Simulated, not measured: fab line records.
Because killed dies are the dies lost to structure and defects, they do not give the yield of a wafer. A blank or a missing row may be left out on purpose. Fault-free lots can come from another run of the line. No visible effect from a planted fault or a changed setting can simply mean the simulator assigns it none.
Which tool was responsible?	flow sky130	at 1 step of a route of 708, 7 lots with 21 wafers sampled

WHAT THE GAUGES READ, wafer by wafer
SKY_SD_N_RS_MEAS_18: the measuring method here is four-point-probe.
lot	measured	on	RES_XHIGH_RS (ohm/sq)
L829	day 29 05:31	filmMetro-01	332.8 332.8 332.8
L832	day 30 07:05	filmMetro-04	332.2 333.1 332.8
L834	day 31 09:14	filmMetro-04	332.5 333.0 332.1
L841	day 33 09:46	filmMetro-02	334.0 333.8 334.5
L843	day 33 19:15	filmMetro-04	333.8 334.4 334.5
L846	day 34 11:02	filmMetro-01	331.2 331.4 331.1
L847	day 35 00:49	filmMetro-02	332.4 333.5 333.4

EACH LOT AND THE TOOL THAT RAN IT (in order: tool; ch and the chambers of the sampled wafers; start)
The record shows no process step preceding these readings.

THE ANSWER, worked out from the rows above alone
Rule: what is usual is taken from the lots themselves. The widest of any qualifying gaps counts: lots, ordered by their means at a reading, are off when they make up no more than a third of the lots, leave a main group of 4 or more, and stand apart from it by 3 or more times the standard deviation of that group's means. If all means in a main group match to the digits the tables above print for the reading, that group is not used. Also off: a lot with no number at a reading for which 4 or more lots have one. Where the step has rows for the other lots, those lots are counted as sound.
None of the lots is off at any reading shown; this tells nothing.

WHAT THE SIMULATOR PUT IN
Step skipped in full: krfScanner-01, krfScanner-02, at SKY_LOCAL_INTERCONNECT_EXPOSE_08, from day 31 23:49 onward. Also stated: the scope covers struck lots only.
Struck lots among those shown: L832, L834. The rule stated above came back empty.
